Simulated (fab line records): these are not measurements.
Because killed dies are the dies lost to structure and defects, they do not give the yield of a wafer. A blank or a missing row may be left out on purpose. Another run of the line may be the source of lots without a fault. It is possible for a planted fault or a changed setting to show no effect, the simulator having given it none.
A struck lot beside a sound one	flow sky130	43 steps out of a route of 708
Sound: wafers L594.1, L594.3, L594.6. Wafers L606.1, L606.2, L606.6 were the ones struck. The cause comes at the end.
Order at every step that has rows: each side's tool, ch and its chambers, its first start. Under that, the readings that differ: sound wafers	struck wafers	difference of the means	sigmas: that difference in standard deviations of wafers without a fault.
alike: a reading whose means differ by less than 2 such deviations, as well as words and numbers matching on both sides. not compared: withheld readings; readings where some wafer has no value; bounds like >300 that might hide an equal value; numbers whose values overlap and for which the record gives no deviation.
The two part at a step that has a row with sigmas, a row that says differs or no value, or rows on one side only. Numbers that don't overlap but have no deviation are shown without sigmas and don't part them. A reading that every wafer of one side lacks parts them only if that side has two wafers or more.

first, 1 step without rows for these wafers: SKY_POLY_GATE_CVD_00 (deposits poly-Si, target thk 180 nm, time 720 s).
SKY_POLY_GATE_THK_MEAS_01:
  struck on film metro-04, day 20 18:03; sound on film metro-04, day 16 19:38
  alike: POLY_GATE_CVD_00_THK
then, 8 steps without rows for these wafers: SKY_RES_PROTECT_DEHYDRATE_00 (time 60 s); SKY_RES_PROTECT_HMDS_01 (prime time 60 s); SKY_RES_PROTECT_COAT_02 (resist thk 1140 nm); SKY_RES_PROTECT_SOFTBAKE_03 (time 62.21 s); SKY_RES_PROTECT_EXPOSE_04 (exposes mask RPM, target cd 1270 nm); SKY_RES_PROTECT_PEB_05; SKY_RES_PROTECT_DEVELOP_06 (develop time 60 s); SKY_POLY_GATE_IMPLANT_02.
SKY_RES_PROTECT_STRIP_07: strips in O2/N2.
  sound on plasma asher-01 ch 1, day 18 00:19; struck on plasma asher-04 ch 0,1, day 21 23:55
  alike: drypump motor current A, oes product au, strip time to endpoint s
  not compared: rf hours counter h
SKY_RES_PROTECT_TW_MEAS_08:
  struck on film metro-03, day 22 00:01; sound on film metro-01, day 18 00:25
  alike: POLY_GATE_TW
SKY_RES_PROTECT_CLEAN_09: cleans in SC1/SC2, time 150 s.
  sound on wet bench-04 ch 3, day 18 00:28; struck on wet bench-01 ch 3, day 22 00:05
then, 1 step without rows for these wafers: SKY_POLY_GATE_CVD_03 (deposits Si3N4 from DCS/NH3, target thk 75 nm, time 1290 s).
SKY_POLY_GATE_THK_MEAS_04:
  struck on film metro-03, day 22 01:29; sound on film metro-04, day 18 03:54
  alike: POLY_GATE_CVD_03_THK
then, 8 steps without rows for these wafers: SKY_POLY_GATE_DEHYDRATE_05 (time 60 s); SKY_POLY_GATE_HMDS_06 (prime time 60 s); SKY_POLY_GATE_COAT_07 (resist thk 110 nm); SKY_POLY_GATE_COAT_08 (resist thk 450 nm); SKY_POLY_GATE_SOFTBAKE_09 (time 90 s); SKY_POLY_GATE_EXPOSE_10 (exposes mask P1M, target cd 150 nm); SKY_POLY_GATE_PEB_11; SKY_POLY_GATE_DEVELOP_12 (develop time 60 s).
SKY_POLY_GATE_CD_MEAS_13 targets a cd of 150 nm.
  struck on cd sem-02, day 23 07:58; sound on cd sem-02, day 19 09:46
  alike: cd nm
SKY_POLY_GATE_OVL_MEAS_14:
  struck on overlay-01, day 23 08:05; sound on overlay-01, day 19 09:53
  alike: POLY_GATE_OVL
SKY_POLY_GATE_ETCH_15: etches BARC in N2/H2, stops on SiO2, time 118.5 s, target depth 110 nm.
  sound on rie diel-02 ch 2,3, day 19 09:55; struck on rie diel-01 ch 0,1,2, day 23 08:07
  alike: drypump motor current A, oes product au, throttle valve pct
  not compared: rf hours counter h
SKY_POLY_GATE_ETCH_16: etches Si3N4 in CH3F/O2, stops on poly-Si, time 147.5 s, target depth 75 nm.
  sound on rie diel-02 ch 2,3, day 19 10:00; struck on rie diel-01 ch 0,1,2, day 23 08:11
  alike: drypump motor current A, oes product au, throttle valve pct
  not compared: rf hours counter h
SKY_POLY_GATE_ETCH_17: etches poly-Si in HBr/Cl2, stops on SiO2, target depth 180 nm, time 70.5 s.
  sound on rie si-01 ch 0,1,3, day 19 10:05; struck on rie si-01 ch 1,3, day 23 08:17
  alike: drypump motor current A, oes product au, throttle valve pct
  not compared: rf hours counter h
SKY_POLY_GATE_STRIP_18: strips in O2/N2.
  sound on plasma asher-02 ch 0,1, day 19 10:09; struck on plasma asher-04 ch 0,1, day 23 08:21
  alike: drypump motor current A, oes product au, strip time to endpoint s
  not compared: rf hours counter h
then, 2 steps without rows for these wafers: SKY_POLY_GATE_CLEAN_19 (cleans in SC1/SC2, time 150 s); SKY_POLY_GATE_OXIDATION_20 (stabilise 600 s, purge 300 s, target thk 4 nm).
SKY_POLY_GATE_THK_MEAS_21:
  struck on film metro-04, day 23 09:45; sound on film metro-03, day 19 12:38
  alike: POLY_GATE_OXIDATION_THK
SKY_POLY_GATE_CD_MEAS_22:
  struck on cd sem-02, day 23 09:49; sound on cd sem-01, day 19 12:42
  alike: cd nm
then, 7 steps without rows for these wafers: SKY_LDD_N_DEHYDRATE_00 (time 60 s); SKY_LDD_N_HMDS_01 (prime time 60 s); SKY_LDD_N_COAT_02 (resist thk 300 nm); SKY_LDD_N_SOFTBAKE_03 (time 57.01 s); SKY_LDD_N_EXPOSE_04 (exposes mask NTM, target cd 840 nm); SKY_LDD_N_PEB_05; SKY_LDD_N_DEVELOP_06 (develop time 60 s).
SKY_LDD_N_OVL_MEAS_07:
  struck on overlay-01, day 24 15:34; sound on overlay-01, day 20 18:28
  alike: LDD_N_OVL
next, for these wafers, 1 step has no rows: SKY_LDD_N_IMPLANT_08.
-- record jumps: 26 days separate the struck wafers' starts on either side; left off in module LDD_N, taken up again in module PAD_OPEN, whose first shown step is the route's number 708 --
SKY_PAD_OPEN_PROBE_99:
  struck on prober-02, day 50 04:56; sound on prober-01, day 47 22:20
reading	sound	struck	difference	sigmas
hold	- - -	await dispo/1.0h/release await dispo/1.0h/release await dispo/1.0h/release	no value on the sound wafers	
killed at other	1 2 1	49 50 56	+50	+93
killed dies	83 85 76	122 124 136	+46	+5
  alike: killed_at_M0_to_M3, killed_at_M4_up, killed at contacts, killed at front end, killed open, killed short

WHERE THEY PART
SKY_PAD_OPEN_PROBE_99 only, going by this record.

WHY: the cause the simulator had injected
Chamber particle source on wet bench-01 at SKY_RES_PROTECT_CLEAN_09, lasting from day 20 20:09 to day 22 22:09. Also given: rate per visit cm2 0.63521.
